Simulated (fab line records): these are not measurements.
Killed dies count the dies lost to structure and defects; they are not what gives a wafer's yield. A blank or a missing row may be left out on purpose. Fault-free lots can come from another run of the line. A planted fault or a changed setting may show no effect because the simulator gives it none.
Which of the tools did it?    flow sky130    24 lots with 72 wafers sampled at 5 steps, on a route of 708 steps

WHAT THE GAUGES SHOWED, per wafer
SKY_METAL2_THK_MEAS_06: measures by xrf.
lot   measured      on             METAL2_ALCU_THK (nm)
L074  day 33 22:27  film metro-04  247 248 250
L075  day 34 02:58  film metro-04  245 244 245
L076  day 34 11:23  film metro-03  249 250 251
L077  day 34 19:22  film metro-04  246 250 247
L078  day 35 05:43  film metro-03  246 244 246
L079  day 35 16:37  film metro-04  248 247 248
L080  day 35 17:32  film metro-03  243 246 250
L081  day 36 07:40  film metro-04  249 246 246
L082  day 36 21:35  film metro-02  250 251 247
L083  day 37 01:38  film metro-02  253 253 254
L084  day 37 09:20  film metro-04  248 248 246
L085  day 37 12:22  film metro-04  245 244 242
L086  day 37 23:52  film metro-03  249 250 247
L087  day 38 08:00  film metro-04  246 248 247
L088  day 38 09:32  film metro-04  242 239 243
L089  day 38 23:03  film metro-03  246 249 246
L090  day 39 03:46  film metro-04  243 247 244
L091  day 39 11:25  film metro-03  248 247 248
L092  day 39 13:13  film metro-04  250 246 248
L094  day 40 08:38  film metro-03  246 246 250
L093  day 40 11:41  film metro-02  247 244 244
L095  day 40 12:22  film metro-04  249 249 249
L096  day 40 17:59  film metro-03  250 252 253
L097  day 40 23:11  film metro-03  255 254 253

SKY_VIA2_BOW_MEAS_03.
lot   measured      on             VIA2_BOW (um)
L074  day 35 02:52  film metro-04  84 87 79
L075  day 35 07:08  film metro-04  95 84 94
L076  day 35 15:49  film metro-04  92 75 75
L077  day 35 23:11  film metro-01  93 96 88
L078  day 36 09:02  film metro-03  92 103 88
L079  day 36 20:24  film metro-04  86 84 95
L080  day 36 21:46  film metro-03  94 83 84
L081  day 37 10:53  film metro-04  98 91 96
L082  day 38 01:26  film metro-03  98 104 100
L083  day 38 04:58  film metro-03  71 83 94
L084  day 38 12:17  film metro-03  84 82 89
L085  day 38 15:13  film metro-03  81 93 81
L086  day 39 03:11  film metro-03  81 75 71
L087  day 39 09:55  film metro-01  99 71 77
L088  day 39 12:15  film metro-03  79 79 92
L089  day 40 01:11  film metro-04  99 77 94
L090  day 40 05:52  film metro-03  89 83 86
L091  day 40 13:08  film metro-01  90 93 105
L092  day 40 16:29  film metro-03  92 84 82
L094  day 41 10:22  film metro-03  84 87 89
L093  day 41 12:31  film metro-04  91 92 82
L095  day 41 13:38  film metro-01  93 88 81
L096  day 41 19:23  film metro-04  82 94 88
L097  day 42 00:23  film metro-04  88 85 88

SKY_VIA2_OVL_MEAS_13.
lot   measured      on          VIA2_OVL (nm)
L074  day 36 05:08  overlay-01  -4 6 2
L075  day 36 09:34  overlay-01  -1 4 -1
L076  day 36 18:40  overlay-02  -6 -2 1
L077  day 37 01:05  overlay-02  -5 -1 3
L078  day 37 10:58  overlay-02  7 -1 7
L079  day 37 21:54  overlay-02  6 -4 -1
L080  day 38 00:05  overlay-02  8 6 3
L081  day 38 12:44  overlay-01  9 10 3
L082  day 39 03:16  overlay-02  8 7 13
L083  day 39 06:32  overlay-01  7 8 13
L084  day 39 13:42  overlay-01  2 6 0
L085  day 39 16:26  overlay-02  18 8 13
L086  day 40 03:41  overlay-01  -1 -3 4
L087  day 40 10:22  overlay-01  4 -2 -5
L088  day 40 12:26  overlay-02  13 11 4
L089  day 41 01:16  overlay-01  2 -1 10
L090  day 41 05:44  overlay-02  2 5 4
L091  day 41 13:13  overlay-01  7 6 6
L092  day 41 16:20  overlay-01  8 4 7
L094  day 42 09:51  overlay-01  14 3 9
L093  day 42 12:12  overlay-02  2 2 8
L095  day 42 13:29  overlay-01  -2 4 10
L096  day 42 18:59  overlay-02  -4 -5 -4
L097  day 43 00:28  overlay-01  2 1 2

EACH LOT AND THE TOOL THAT RAN IT (in order: tool; ch and the chambers of the sampled wafers; start)
lot   SKY_METAL1_SPUTTER_03         SKY_METAL2_STRIP_20
L074  pvd sputter-02, day 31 13:33  plasma asher-03 ch 0,1, day 35 01:45
L075  pvd sputter-01, day 31 18:26  plasma asher-03 ch 0,1, day 35 05:54
L076  pvd sputter-04, day 32 02:51  plasma asher-04 ch 0,1, day 35 14:42
L077  pvd sputter-01, day 32 10:36  plasma asher-04 ch 0,1, day 35 22:03
L078  pvd sputter-02, day 32 21:46  plasma asher-04 ch 0,1, day 36 07:57
L079  pvd sputter-01, day 33 08:23  plasma asher-02 ch 0,1, day 36 19:18
L080  pvd sputter-02, day 33 09:41  plasma asher-04 ch 0,1, day 36 20:40
L081  pvd sputter-04, day 34 00:27  plasma asher-04 ch 0,1, day 37 09:48
L082  pvd sputter-02, day 34 13:32  plasma asher-04 ch 0,1, day 38 00:17
L083  pvd sputter-04, day 34 18:32  plasma asher-02 ch 0,1, day 38 03:49
L084  pvd sputter-01, day 35 00:17  plasma asher-02 ch 0,1, day 38 11:06
L085  pvd sputter-02, day 35 05:10  plasma asher-03 ch 0,1, day 38 14:05
L086  pvd sputter-04, day 35 16:43  plasma asher-04 ch 0,1, day 39 02:07
L087  pvd sputter-02, day 36 00:21  plasma asher-03 ch 0,1, day 39 08:49
L088  pvd sputter-01, day 36 02:06  plasma asher-04 ch 0,1, day 39 11:10
L089  pvd sputter-04, day 36 16:23  plasma asher-04 ch 0,1, day 40 00:07
L090  pvd sputter-04, day 36 20:55  plasma asher-02 ch 0,1, day 40 04:45
L091  pvd sputter-02, day 37 04:46  plasma asher-04 ch 0,1, day 40 11:57
L092  pvd sputter-01, day 37 07:35  plasma asher-03 ch 0,1, day 40 13:42
L094  pvd sputter-01, day 38 03:34  plasma asher-02 ch 0,1, day 41 09:15
L093  pvd sputter-02, day 38 05:37  plasma asher-02 ch 0,1, day 41 11:23
L095  pvd sputter-01, day 38 06:22  plasma asher-03 ch 0,1, day 41 12:32
L096  pvd sputter-01, day 38 12:57  plasma asher-04 ch 0,1, day 41 18:13
L097  pvd sputter-02, day 38 18:25  plasma asher-02 ch 0,1, day 41 23:16
- SKY_METAL1_SPUTTER_03: material Ti, target thk 5 nm, time 3.3 s.
- SKY_METAL2_STRIP_20: strips in O2/N2.

WHAT THE TOOLS THEMSELVES READ (means of the sampled wafers that have a number; where no wafer has one, the mark that the record gives instead)
SKY_METAL1_SPUTTER_03.
lot   tool            throttle valve pct (%)
L074  pvd sputter-02  31.2
L075  pvd sputter-01  29.7
L076  pvd sputter-04  29.9
L077  pvd sputter-01  30.1
L078  pvd sputter-02  29.7
L079  pvd sputter-01  30.0
L080  pvd sputter-02  31.9
L081  pvd sputter-04  30.1
L082  pvd sputter-02  30.8
L083  pvd sputter-04  30.2
L084  pvd sputter-01  30.5
L085  pvd sputter-02  30.3
L086  pvd sputter-04  29.6
L087  pvd sputter-02  30.8
L088  pvd sputter-01  30.3
L089  pvd sputter-04  30.6
L090  pvd sputter-04  29.5
L091  pvd sputter-02  31.1
L092  pvd sputter-01  30.1
L094  pvd sputter-01  30.0
L093  pvd sputter-02  31.8
L095  pvd sputter-01  30.4
L096  pvd sputter-01  29.9
L097  pvd sputter-02  30.7

SKY_METAL2_STRIP_20.
lot   tool             drypump motor current A (A)  oes product au (a.u.)  strip time to endpoint s (s)
L074  plasma asher-03  5.74                         0.339                  2.70
L075  plasma asher-03  5.69                         0.342                  2.72
L076  plasma asher-04  6.02                         0.338                  2.65
L077  plasma asher-04  6.03                         0.345                  2.74
L078  plasma asher-04  6.02                         0.340                  2.62
L079  plasma asher-02  5.94                         0.337                  2.64
L080  plasma asher-04  6.15                         0.340                  2.65
L081  plasma asher-04  6.04                         0.345                  2.72
L082  plasma asher-04  6.15                         0.343                  2.69
L083  plasma asher-02  5.93                         0.343                  2.74
L084  plasma asher-02  5.93                         0.342                  2.74
L085  plasma asher-03  5.88                         0.346                  2.74
L086  plasma asher-04  6.14                         0.345                  2.78
L087  plasma asher-03  5.75                         0.346                  2.78
L088  plasma asher-04  6.12                         0.349                  2.76
L089  plasma asher-04  6.04                         0.349                  2.68
L090  plasma asher-02  5.94                         0.347                  2.72
L091  plasma asher-04  6.03                         0.341                  2.73
L092  plasma asher-03  5.87                         0.347                  2.72
L094  plasma asher-02  5.93                         0.349                  2.74
L093  plasma asher-02  5.95                         0.344                  2.70
L095  plasma asher-03  5.74                         0.347                  2.71
L096  plasma asher-04  6.04                         0.344                  2.74
L097  plasma asher-02  5.72                         0.345                  2.75

THE ANSWER, worked out from the rows above alone
Rule: the lots themselves supply what counts as usual. Put in order of their means at a reading, lots are off if they are a third of the lots or fewer, leave a main group of 4 or more, and stand apart from it by a gap of 3 or more times the standard deviation of the main group's means; of several such gaps the widest counts. A main group is skipped when, at the precision printed for the reading in the tables above, its means are all equal. A lot without any number at a reading at which 4 lots or more have one is off too. The other lots that the step has rows for count as sound. The gauges are gone through in route order, then the tools' own readings, and for those a lot's mean is taken as printed above. The first step at which some lot is off is used, and at that step the reading that is off furthest; a lot without a number counts as furthest.
None of the lots is off at any reading shown; this tells nothing.

WHAT HAD BEEN PUT IN BY THE SIMULATOR
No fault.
